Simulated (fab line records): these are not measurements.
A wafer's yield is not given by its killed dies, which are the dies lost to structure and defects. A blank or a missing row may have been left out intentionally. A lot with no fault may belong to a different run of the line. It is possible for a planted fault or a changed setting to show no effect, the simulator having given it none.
Which tool is to blame? / flow gf180mcu / 14 lots, 42 wafers sampled, at 5 steps of a route of 602

WHAT THE GAUGES READ, wafer by wafer
GF_V3_THK_MEAS_03. Usual: for V3_CVD_02_THK the level is 852 nm and the standard deviation is 11.
lot=L102; measured=day 21 12:16; on=filmMetro-02; V3_CVD_02_THK (nm)=852 862 864; flag=
lot=L103; measured=day 21 15:34; on=filmMetro-02; V3_CVD_02_THK (nm)=842 860 872; flag=
lot=L105; measured=day 22 09:02; on=filmMetro-01; V3_CVD_02_THK (nm)=861 848 857; flag=
lot=L107; measured=day 23 02:29; on=filmMetro-04; V3_CVD_02_THK (nm)=857 866 858; flag=
lot=L108; measured=day 23 16:14; on=filmMetro-02; V3_CVD_02_THK (nm)=840 859 857; flag=
lot=L117; measured=day 26 18:29; on=filmMetro-04; V3_CVD_02_THK (nm)=853 849 862; flag=
lot=L118; measured=day 27 05:19; on=filmMetro-01; V3_CVD_02_THK (nm)=858 850 861; flag=
lot=L119; measured=day 27 06:47; on=filmMetro-01; V3_CVD_02_THK (nm)=863 861 859; flag=
lot=L120; measured=day 27 11:52; on=filmMetro-01; V3_CVD_02_THK (nm)=842 849 869; flag=
lot=L121; measured=day 27 18:21; on=filmMetro-04; V3_CVD_02_THK (nm)=841 841 869; flag=
lot=L122; measured=day 27 23:51; on=filmMetro-04; V3_CVD_02_THK (nm)=852 842 860; flag=
lot=L123; measured=day 28 07:10; on=filmMetro-04; V3_CVD_02_THK (nm)=840 829 842; flag=
lot=L124; measured=day 28 12:23; on=filmMetro-02; V3_CVD_02_THK (nm)=826 850 865; flag=
lot=L125; measured=day 28 22:58; on=filmMetro-01; V3_CVD_02_THK (nm)=839 851 862; flag=

GF_V4_THK_MEAS_01. Usual: for V4_CVD_00_THK the level is 605 nm and the standard deviation is 5.4.
lot=L102; measured=day 23 14:07; on=filmMetro-01; V4_CVD_00_THK (nm)=608 603 602; flag=
lot=L103; measured=day 23 17:17; on=filmMetro-01; V4_CVD_00_THK (nm)=606 605 603; flag=
lot=L105; measured=day 24 09:35; on=filmMetro-02; V4_CVD_00_THK (nm)=598 602 605; flag=
lot=L107; measured=day 25 01:10; on=filmMetro-03; V4_CVD_00_THK (nm)=1209 1213 1221 1208 1214 1222; flag=OFF
lot=L108; measured=day 25 14:59; on=filmMetro-03; V4_CVD_00_THK (nm)=1209 1205 1204 1209 1204 1205; flag=OFF
lot=L117; measured=day 28 13:22; on=filmMetro-03; V4_CVD_00_THK (nm)=606 602 612; flag=
lot=L118; measured=day 28 23:54; on=filmMetro-02; V4_CVD_00_THK (nm)=600 594 603; flag=
lot=L119; measured=day 29 01:13; on=filmMetro-02; V4_CVD_00_THK (nm)=602 612 610; flag=
lot=L120; measured=day 29 05:35; on=filmMetro-02; V4_CVD_00_THK (nm)=596 609 602; flag=
lot=L121; measured=day 29 12:00; on=filmMetro-03; V4_CVD_00_THK (nm)=595 606 612; flag=
lot=L122; measured=day 29 17:08; on=filmMetro-03; V4_CVD_00_THK (nm)=599 593 596; flag=
lot=L123; measured=day 30 00:49; on=filmMetro-02; V4_CVD_00_THK (nm)=605 603 604; flag=
lot=L124; measured=day 30 05:07; on=filmMetro-01; V4_CVD_00_THK (nm)=609 604 603; flag=
lot=L125; measured=day 30 15:53; on=filmMetro-02; V4_CVD_00_THK (nm)=604 608 601; flag=

WHAT TOOL EACH LOT RAN ON (gives the tool, then ch and the chambers of the sampled wafers, and finally the start)
lot=L102; GF_M4_SPUTTER_03=pvdSputter-04, day 22 14:20; GF_M4_SPUTTER_04=pvdSputter-04, day 22 14:21; GF_V4_CVD_00=hdpcvd-02 ch 0,2, day 23 14:00
lot=L103; GF_M4_SPUTTER_03=pvdSputter-04, day 22 17:19; GF_M4_SPUTTER_04=pvdSputter-04, day 22 17:20; GF_V4_CVD_00=hdpcvd-02 ch 0,2, day 23 17:11
lot=L105; GF_M4_SPUTTER_03=pvdSputter-03, day 23 09:59; GF_M4_SPUTTER_04=pvdSputter-03, day 23 10:00; GF_V4_CVD_00=hdpcvd-01 ch 1,2, day 24 09:29
lot=L107; GF_M4_SPUTTER_03=pvdSputter-01, day 24 02:05; GF_M4_SPUTTER_04=pvdSputter-01, day 24 02:07; GF_V4_CVD_00=hdpcvd-02 ch 0,1,2, day 25 00:51
lot=L108; GF_M4_SPUTTER_03=pvdSputter-03, day 24 16:23; GF_M4_SPUTTER_04=pvdSputter-03, day 24 16:25; GF_V4_CVD_00=hdpcvd-01 ch 1,2, day 25 14:40
lot=L117; GF_M4_SPUTTER_03=pvdSputter-03, day 27 16:47; GF_M4_SPUTTER_04=pvdSputter-03, day 27 16:48; GF_V4_CVD_00=hdpcvd-01 ch 0,1,2, day 28 13:17
lot=L118; GF_M4_SPUTTER_03=pvdSputter-04, day 28 03:45; GF_M4_SPUTTER_04=pvdSputter-04, day 28 03:46; GF_V4_CVD_00=hdpcvd-01 ch 1,2, day 28 23:49
lot=L119; GF_M4_SPUTTER_03=pvdSputter-04, day 28 05:02; GF_M4_SPUTTER_04=pvdSputter-04, day 28 05:03; GF_V4_CVD_00=hdpcvd-02 ch 0,1,2, day 29 01:09
lot=L120; GF_M4_SPUTTER_03=pvdSputter-04, day 28 09:37; GF_M4_SPUTTER_04=pvdSputter-04, day 28 09:38; GF_V4_CVD_00=hdpcvd-02 ch 0,2, day 29 05:30
lot=L121; GF_M4_SPUTTER_03=pvdSputter-03, day 28 16:17; GF_M4_SPUTTER_04=pvdSputter-03, day 28 16:18; GF_V4_CVD_00=hdpcvd-01 ch 0,1, day 29 11:56
lot=L122; GF_M4_SPUTTER_03=pvdSputter-01, day 28 21:32; GF_M4_SPUTTER_04=pvdSputter-01, day 28 21:33; GF_V4_CVD_00=hdpcvd-02 ch 0,2, day 29 17:04
lot=L123; GF_M4_SPUTTER_03=pvdSputter-01, day 29 05:19; GF_M4_SPUTTER_04=pvdSputter-01, day 29 05:20; GF_V4_CVD_00=hdpcvd-02 ch 0,1,2, day 30 00:44
lot=L124; GF_M4_SPUTTER_03=pvdSputter-01, day 29 09:29; GF_M4_SPUTTER_04=pvdSputter-01, day 29 09:30; GF_V4_CVD_00=hdpcvd-02 ch 0,1,2, day 30 05:02
lot=L125; GF_M4_SPUTTER_03=pvdSputter-04, day 29 20:14; GF_M4_SPUTTER_04=pvdSputter-04, day 29 20:16; GF_V4_CVD_00=hdpcvd-02 ch 1,2, day 30 15:48
- GF_M4_SPUTTER_03: material Ti, target thk 10 nm, time 6.7 s.
- GF_M4_SPUTTER_04: material TiN, target thk 50 nm, time 41.7 s.
- GF_V4_CVD_00: deposits SiO2, target thk 600 nm, time 100 s.

WHAT THE TOOLS THEMSELVES READ (means of the sampled wafers that have a number; where no wafer has one, the mark that the record gives instead)
GF_M4_SPUTTER_03. Usual: chamberPressurePa 0.3000 Pa, standard deviation 0.0006; throttleValvePct 29.9 %, standard deviation 1.1.
lot=L102; tool=pvdSputter-04; chamberPressurePa (Pa)=0.3001; throttleValvePct (%)=30.1; flag=
lot=L103; tool=pvdSputter-04; chamberPressurePa (Pa)=0.2994; throttleValvePct (%)=30.0; flag=
lot=L105; tool=pvdSputter-03; chamberPressurePa (Pa)=0.3000; throttleValvePct (%)=30.8; flag=
lot=L107; tool=pvdSputter-01; chamberPressurePa (Pa)=0.2999; throttleValvePct (%)=29.5; flag=
lot=L108; tool=pvdSputter-03; chamberPressurePa (Pa)=0.2997; throttleValvePct (%)=28.3; flag=
lot=L117; tool=pvdSputter-03; chamberPressurePa (Pa)=0.2997; throttleValvePct (%)=29.4; flag=
lot=L118; tool=pvdSputter-04; chamberPressurePa (Pa)=0.2999; throttleValvePct (%)=30.4; flag=
lot=L119; tool=pvdSputter-04; chamberPressurePa (Pa)=0.3002; throttleValvePct (%)=30.0; flag=
lot=L120; tool=pvdSputter-04; chamberPressurePa (Pa)=0.3006; throttleValvePct (%)=30.0; flag=
lot=L121; tool=pvdSputter-03; chamberPressurePa (Pa)=0.2996; throttleValvePct (%)=30.3; flag=
lot=L122; tool=pvdSputter-01; chamberPressurePa (Pa)=0.3004; throttleValvePct (%)=29.2; flag=
lot=L123; tool=pvdSputter-01; chamberPressurePa (Pa)=0.2998; throttleValvePct (%)=29.5; flag=
lot=L124; tool=pvdSputter-01; chamberPressurePa (Pa)=0.3002; throttleValvePct (%)=29.8; flag=
lot=L125; tool=pvdSputter-04; chamberPressurePa (Pa)=0.2999; throttleValvePct (%)=30.0; flag=

GF_M4_SPUTTER_04. Usual: chamberPressurePa 0.4000 Pa, standard deviation 0.00082; throttleValvePct 29.9 %, standard deviation 1.1.
lot=L102; tool=pvdSputter-04; chamberPressurePa (Pa)=0.3997; throttleValvePct (%)=30.1; flag=
lot=L103; tool=pvdSputter-04; chamberPressurePa (Pa)=0.3999; throttleValvePct (%)=30.3; flag=
lot=L105; tool=pvdSputter-03; chamberPressurePa (Pa)=0.4003; throttleValvePct (%)=30.8; flag=
lot=L107; tool=pvdSputter-01; chamberPressurePa (Pa)=0.4000; throttleValvePct (%)=29.5; flag=
lot=L108; tool=pvdSputter-03; chamberPressurePa (Pa)=0.4002; throttleValvePct (%)=28.3; flag=
lot=L117; tool=pvdSputter-03; chamberPressurePa (Pa)=0.3997; throttleValvePct (%)=29.5; flag=
lot=L118; tool=pvdSputter-04; chamberPressurePa (Pa)=0.4004; throttleValvePct (%)=30.2; flag=
lot=L119; tool=pvdSputter-04; chamberPressurePa (Pa)=0.3994; throttleValvePct (%)=30.0; flag=
lot=L120; tool=pvdSputter-04; chamberPressurePa (Pa)=0.3997; throttleValvePct (%)=30.2; flag=
lot=L121; tool=pvdSputter-03; chamberPressurePa (Pa)=0.3989; throttleValvePct (%)=30.4; flag=
lot=L122; tool=pvdSputter-01; chamberPressurePa (Pa)=0.4003; throttleValvePct (%)=29.4; flag=
lot=L123; tool=pvdSputter-01; chamberPressurePa (Pa)=0.3996; throttleValvePct (%)=29.5; flag=
lot=L124; tool=pvdSputter-01; chamberPressurePa (Pa)=0.4000; throttleValvePct (%)=29.9; flag=
lot=L125; tool=pvdSputter-04; chamberPressurePa (Pa)=0.3998; throttleValvePct (%)=30.2; flag=

THE ANSWER, worked out from the rows above alone
Rule: a lot is off if the mean of its wafers that have a number lies more than 3 standard deviations from the usual mean. Also off: a lot with no number at a reading for which 4 or more lots have one. All remaining lots with rows at the step are treated as sound. Order of review: gauges by route order, followed by the tools' own readings, for which a lot's mean as printed above is used. The first step at which some lot is off is used, and at that step the reading that is off furthest; a lot without a number counts as furthest.
Off: L107, L108, seen at GF_V4_THK_MEAS_01 (V4_CVD_00_THK).
If a tool, at a process step before that reading, ran all the lots that are off and no sound lot after the first of them, it fits. Those tools and the gauges at GF_V4_THK_MEAS_01 are tried in the same way. Not one of the candidates tried fits.

WHAT WAS PUT IN BY THE SIMULATOR
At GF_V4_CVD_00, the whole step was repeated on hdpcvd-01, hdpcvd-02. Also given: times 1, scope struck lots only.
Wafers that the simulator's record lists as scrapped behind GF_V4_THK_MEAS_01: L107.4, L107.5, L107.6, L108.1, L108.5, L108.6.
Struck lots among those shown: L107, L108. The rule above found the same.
